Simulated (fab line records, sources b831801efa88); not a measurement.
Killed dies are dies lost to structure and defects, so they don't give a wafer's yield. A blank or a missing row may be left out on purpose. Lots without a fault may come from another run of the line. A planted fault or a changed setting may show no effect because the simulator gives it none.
Problem report in the 8D (eight disciplines) form, filled by code | flow gf180mcu | the parts of the form that need people (team, actions taken, sign-off) are left out

1. THE PROBLEM
V3_CVD_02_THK at GF_V3_THK_MEAS_03 reads a mean of 743 nm on 3 wafers of 2 lots; wafers without a fault read 850 nm with a standard deviation of 12. That is -8.9 standard deviations from the usual mean.
First seen on wafer L539.6, day 24 07:19, on film_metro-01. The record holds 36 wafers of 12 lots with a number at this step. Rule for "out", or "out of limits": more than 4 standard deviations from the usual mean. The other wafers with a number count as sound.

2. WHAT IT IS AND WHAT IT IS NOT
question                    | is                           | is not
which readings at this step | V3_CVD_02_THK                | -
which lots                  | L539, L544                   | L531, L533, L537, L538, L543, L545, L550, L551, L553, L554
which wafers of those lots  | L539.6, L544.1, L544.4       | L539.4, L539.5, L544.3
read on which gauges        | film_metro-01, film_metro-02 | film_metro-03
when                        | from day 24 07:19            | up to then (14 sound wafers); but 19 sound wafers of L543, L544, L545, L550, L551, L553, L554 came after

3. SUSPECTS, AND WHAT RULES EACH OUT
Counting: a tool at a process step up to the reading stays a suspect if it ran every lot that is out. Sound lots after the first of them don't rule it out here, since some wafers of a struck lot are sound.
- the gauge at GF_V3_THK_MEAS_03: ruled out. The wafers that are out were read on 2 gauges (film_metro-01, film_metro-02).
- pecvd-02 at GF_V3_CVD_02 (deposits SiO2 from TEOS, target thk 850 nm, time 94.851 s): kept. It ran every lot that is out, first L539 (day 24 07:16); its last sound lot up to then is L533 (day 22 02:13).
- Within pecvd-02 at GF_V3_CVD_02: the wafers that are out ran in chamber 0; their sound lot-mates ran in chambers 1, 2.
Left after counting: pecvd-02 at GF_V3_CVD_02.

4. THE CAUSE (what the simulator had put in)
Site profile drift: pecvd-02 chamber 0, from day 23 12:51 on, at GF_V3_CVD_02. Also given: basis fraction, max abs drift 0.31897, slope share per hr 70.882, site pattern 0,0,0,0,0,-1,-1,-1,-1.
Counting left only this tool.

5. THE CHAIN OF EFFECTS, in route order
Each row: a reading whose mean over the struck wafers that have a number lies more than 3 standard deviations from the usual. Only readings for which the record gives a usual standard deviation are gone through. hours: the time from each lot's start at the first step in this table that gives one to its start at this step, as a median over the lots. sigmas: the change in usual standard deviations.
hours | step              | reading        | usual      | on struck wafers | change | sigmas
0     | GF_V3_THK_MEAS_03 | V3_CVD_02_THK  | 850 nm     | 743              | -107   | -8.9
-     | GF_V3_ETCH_17     | oes_product_au | 0.856 a.u. | 0.764            | -0.092 | -20
The process steps in it:
- GF_V3_ETCH_17: etches SiO2 in C4F8/O2/Ar, stops on TiN, target depth 635 nm.

6. WHAT WOULD HAVE CAUGHT IT SOONER
In this record the first reading out of limits at a measuring or inspecting step was taken at day 24 07:19, 18 hours after the fault began at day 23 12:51.
Of the tool readings at GF_V3_CVD_02 for which the record gives a usual standard deviation, none was out on any struck wafer, so an alarm limit of 4 standard deviations on them would not have fired.
Of the lots that are out (2), L544 began GF_V3_CVD_02 on pecvd-02 after day 24 07:19. A hold on the tool at that time would have spared it.
